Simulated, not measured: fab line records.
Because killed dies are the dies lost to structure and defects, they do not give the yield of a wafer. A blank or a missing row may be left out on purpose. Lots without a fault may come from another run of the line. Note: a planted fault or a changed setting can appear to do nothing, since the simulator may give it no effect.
The tool behind it: which one? + flow sky130 + 14 lots with 42 wafers sampled at 5 steps, on a route of 708 steps

== WHAT THE GAUGES SHOWED, per wafer ==
SKY_LDD_N_OVL_MEAS_07.
| lot  | measured     | on         | LDD_N_OVL (nm) |
|------|--------------|------------|----------------|
| L927 | day 18 10:08 | overlay-01 | 0.3 0.7 0.9    |
| L926 | day 18 10:32 | overlay-02 | 0.3 0.8 1.9    |
| L929 | day 19 00:55 | overlay-02 | -1.7 -0.3 1.0  |
| L930 | day 19 14:41 | overlay-01 | -2.3 0.1 2.6   |
| L931 | day 19 18:44 | overlay-01 | 0.6 0.1 1.1    |
| L934 | day 20 20:50 | overlay-01 | -2.1 2.0 -1.6  |
| L935 | day 21 04:10 | overlay-01 | -3.5 -0.9 -1.1 |
| L936 | day 21 11:47 | overlay-01 | -1.7 -1.7 -2.4 |
| L938 | day 22 06:31 | overlay-01 | 0.4 -0.4 -1.0  |
| L939 | day 22 11:50 | overlay-02 | 1.0 0.6 -0.9   |
| L942 | day 24 03:40 | overlay-01 | -2.1 -2.3 -4.2 |
| L943 | day 24 05:10 | overlay-02 | 1.0 1.5 -1.4   |
| L946 | day 24 22:07 | overlay-02 | -0.6 -1.0 -1.5 |
| L949 | day 26 11:26 | overlay-02 | -1.1 -0.7 -0.6 |

SKY_LDD_P_CD_MEAS_07: target cd 380 nm.
| lot  | measured     | on        | cd nm (nm)        |
|------|--------------|-----------|-------------------|
| L927 | day 19 18:35 | cd sem-02 | 381.9 378.7 377.6 |
| L926 | day 19 18:50 | cd sem-01 | 380.2 379.8 378.9 |
| L929 | day 20 09:46 | cd sem-02 | 378.3 378.6 376.6 |
| L930 | day 20 22:58 | cd sem-01 | 380.5 381.5 383.4 |
| L931 | day 21 02:11 | cd sem-02 | 378.4 376.7 376.3 |
| L934 | day 22 05:20 | cd sem-02 | 382.5 383.0 381.9 |
| L935 | day 22 12:08 | cd sem-02 | 381.1 379.6 379.4 |
| L936 | day 22 19:58 | cd sem-01 | 380.5 381.4 380.5 |
| L938 | day 23 13:55 | cd sem-01 | 380.9 378.3 380.1 |
| L939 | day 23 18:34 | cd sem-02 | 379.2 378.5 377.9 |
| L942 | day 25 11:02 | cd sem-02 | 397.4 399.1 396.0 |
| L943 | day 25 12:04 | cd sem-01 | 376.6 377.9 377.5 |
| L946 | day 26 04:26 | cd sem-02 | 392.4 391.6 394.2 |
| L949 | day 27 17:55 | cd sem-02 | 381.3 382.1 383.2 |

SKY_LDD_P_OVL_MEAS_08.
| lot  | measured     | on         | LDD_P_OVL (nm) |
|------|--------------|------------|----------------|
| L927 | day 19 18:40 | overlay-02 | 1.1 1.6 -0.3   |
| L926 | day 19 18:57 | overlay-02 | -0.2 0.6 -1.0  |
| L929 | day 20 09:53 | overlay-01 | -0.2 -0.6 -1.0 |
| L930 | day 20 23:05 | overlay-01 | -0.5 3.0 1.2   |
| L931 | day 21 02:18 | overlay-01 | 1.3 -0.9 1.8   |
| L934 | day 22 05:25 | overlay-02 | -1.1 -0.3 0.9  |
| L935 | day 22 12:15 | overlay-01 | 0.8 1.7 1.0    |
| L936 | day 22 20:03 | overlay-02 | 1.0 -0.7 1.0   |
| L938 | day 23 14:02 | overlay-01 | -2.0 -0.6 -0.5 |
| L939 | day 23 18:40 | overlay-02 | -0.7 -0.9 1.3  |
| L942 | day 25 11:10 | overlay-02 | 0.6 0.5 1.9    |
| L943 | day 25 12:11 | overlay-01 | -1.3 -0.7 0.3  |
| L946 | day 26 04:33 | overlay-01 | -0.1 1.9 -0.8  |
| L949 | day 27 18:00 | overlay-02 | -0.5 0.1 0.5   |

SKY_LDD_HVP_TW_MEAS_10.
| lot  | measured     | on            | LDD_HVP_TW  |
|------|--------------|---------------|-------------|
| L927 | day 22 08:41 | film metro-04 | 458 459 459 |
| L926 | day 22 09:19 | film metro-02 | 465 467 467 |
| L929 | day 23 01:00 | film metro-02 | 464 462 465 |
| L930 | day 23 13:22 | film metro-02 | 465 465 462 |
| L931 | day 23 16:46 | film metro-01 | 464 460 460 |
| L934 | day 24 17:50 | film metro-02 | 465 467 465 |
| L935 | day 25 01:07 | film metro-04 | 455 457 457 |
| L936 | day 25 07:50 | film metro-04 | 457 456 456 |
| L938 | day 26 01:03 | film metro-01 | 459 461 462 |
| L939 | day 26 06:38 | film metro-01 | 459 460 465 |
| L942 | day 27 22:28 | film metro-02 | 463 466 465 |
| L943 | day 27 23:03 | film metro-01 | 460 460 459 |
| L946 | day 28 15:27 | film metro-04 | 458 455 456 |
| L949 | day 30 03:01 | film metro-04 | 459 462 457 |

== TOOL THAT RAN EACH LOT (tool first, then ch and the chambers of the sampled wafers, then the start) ==
| lot  | SKY_LDD_P_DEVELOP_06              |
|------|-----------------------------------|
| L927 | litho track-01 ch 0, day 19 18:26 |
| L926 | litho track-01 ch 0, day 19 18:41 |
| L929 | litho track-04 ch 0, day 20 09:37 |
| L930 | litho track-01 ch 0, day 20 22:49 |
| L931 | litho track-04 ch 0, day 21 02:03 |
| L934 | litho track-04 ch 0, day 22 05:12 |
| L935 | litho track-03 ch 0, day 22 11:59 |
| L936 | litho track-04 ch 0, day 22 19:49 |
| L938 | litho track-01 ch 0, day 23 13:46 |
| L939 | litho track-03 ch 0, day 23 18:26 |
| L942 | litho track-03 ch 0, day 25 10:47 |
| L943 | litho track-04 ch 0, day 25 11:55 |
| L946 | litho track-03 ch 0, day 26 04:17 |
| L949 | litho track-01 ch 0, day 27 17:46 |
- SKY_LDD_P_DEVELOP_06: develop time 60 s.

== AS READ BY THE TOOLS THEMSELVES (means over the sampled wafers that have a number; for cases with no such wafer, the mark the record gives instead) ==
The record holds no such reading with a usual standard deviation.

== THE ANSWER, worked out from the rows above alone ==
Rule: usual is defined by the lots themselves. Put in order of their means at a reading, lots are off if they are a third of the lots or fewer, leave a main group of 4 or more, and stand apart from it by a gap of 3 or more times the standard deviation of the main group's means; of several such gaps the widest counts. The tables above print the reading to a certain number of digits; a main group whose means all agree to those digits is not used. A lot without any number at a reading at which 4 lots or more have one is off too. All remaining lots with rows at the step are treated as sound. Order of review: gauges by route order, followed by the tools' own readings, for which a lot's mean as printed above is used. The first step at which some lot is off is used, and at that step the reading that is off furthest; a lot without a number counts as furthest.
Off: L942, L946, at SKY_LDD_P_CD_MEAS_07 (cd nm). Mean 379.7 nm and standard deviation 1.7 in the main group.
If a tool, at a process step before that reading, ran all the lots that are off and no sound lot after the first of them, it fits. Gauges at SKY_LDD_P_CD_MEAS_07: tried the same way as those tools. One fits: litho track-03 at SKY_LDD_P_DEVELOP_06. Its last sound lot is L939 (day 23 18:26), its first lot that is off L942 (day 25 10:47): a fault that began between those two fits.

== WHAT WAS PUT IN BY THE SIMULATOR ==
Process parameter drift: litho track-03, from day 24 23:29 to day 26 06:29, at SKY_LDD_P_DEVELOP_06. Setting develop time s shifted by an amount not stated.
Struck lots among those shown: L942, L946. Same finding as the rule above.
